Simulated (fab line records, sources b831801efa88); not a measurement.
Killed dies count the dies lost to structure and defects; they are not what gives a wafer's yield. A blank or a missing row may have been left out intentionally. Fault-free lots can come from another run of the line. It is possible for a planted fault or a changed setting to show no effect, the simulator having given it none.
A single fault, viewed from 2 desks	flow gf180mcu	numbers are kept per desk, each desk with only its own; the story behind them comes last

== THE METROLOGY DESK ==
Means of the sampled wafers that have a number, per lot and without regard to the tool the lot ran on: this is what the gauges read. If a lot's mean is further than 4 standard deviations from the usual mean, the lot is out of limits and carries the mark OUT (the distance appears in the brackets).
Columns: A = HV_LDD_CVD_56_THK at GF_HV_LDD_THK_MEAS_57, usual 89.9 nm; B = V1_W_THK at GF_V1_THK_MEAS_25, usual 341 nm
lot	first seen here	A	B
L504	day 12 18:47	90.4	341
L505	day 13 02:29	91.1	337
L506	day 13 09:36	90.8	343
L508	day 14 00:35	91.3	339
L509	day 14 05:58	89.2	335
L516	day 16 12:01	117.6 (+28) OUT	343
L518	day 17 06:15	118.3 (+29) OUT	339
L520	day 17 23:58	89.3	341
L521	day 18 07:59	90.0	343
L522	day 18 13:48	90.5	344
L526	day 20 09:55	90.7	339
L527	day 20 12:39	88.2	348
This desk reports L516, L518 out of limits; the earliest was L516 at day 16 12:01 (HV_LDD_CVD_56_THK at GF_HV_LDD_THK_MEAS_57). L504, L505, L506, L508, L509, L520, L521, L522, L526, L527: within limits.

== DESK OF THE TOOL OWNER: lpcvd-02 ==
The tool's own readings at GF_HV_LDD_CVD_56 (deposits Si3N4 from DCS/NH3, target thk 90 nm, time 1543 s): means of the sampled wafers that have a number, for each lot that ran on this tool. If a lot's mean is further than 4 standard deviations from the usual mean, the lot is out of limits and carries the mark OUT (the distance appears in the brackets).
Columns: A = zone_power_top_pct at GF_HV_LDD_CVD_56, usual 25.1 %
lot	first seen here	A
L504	day 12 17:22	27.5
L505	day 13 01:02	27.4
L506	day 13 08:10	25.3
L509	day 14 04:31	27.3
L516	day 16 10:35	27.3
L518	day 17 04:49	27.5
L520	day 17 22:32	25.1
Result from this desk: across the 7 lots, nothing is out of limits.

== PUT TOGETHER ==
On L516, L518, the metrology desk was in a position to raise an alarm at day 16 12:01.
The desk of the tool owner found nothing out of limits.
Tool owner's desk: L516, L518 on record, inside its limits.
On lpcvd-02, each named lot ran GF_HV_LDD_CVD_56.

== WHAT THE SIMULATOR HAD PUT IN ==
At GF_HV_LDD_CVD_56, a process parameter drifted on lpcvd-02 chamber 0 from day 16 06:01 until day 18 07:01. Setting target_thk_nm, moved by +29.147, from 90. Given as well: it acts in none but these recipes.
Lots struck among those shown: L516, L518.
Time in hours between the start of the fault and the first out-of-limits reading at each desk: metrology desk, 6.
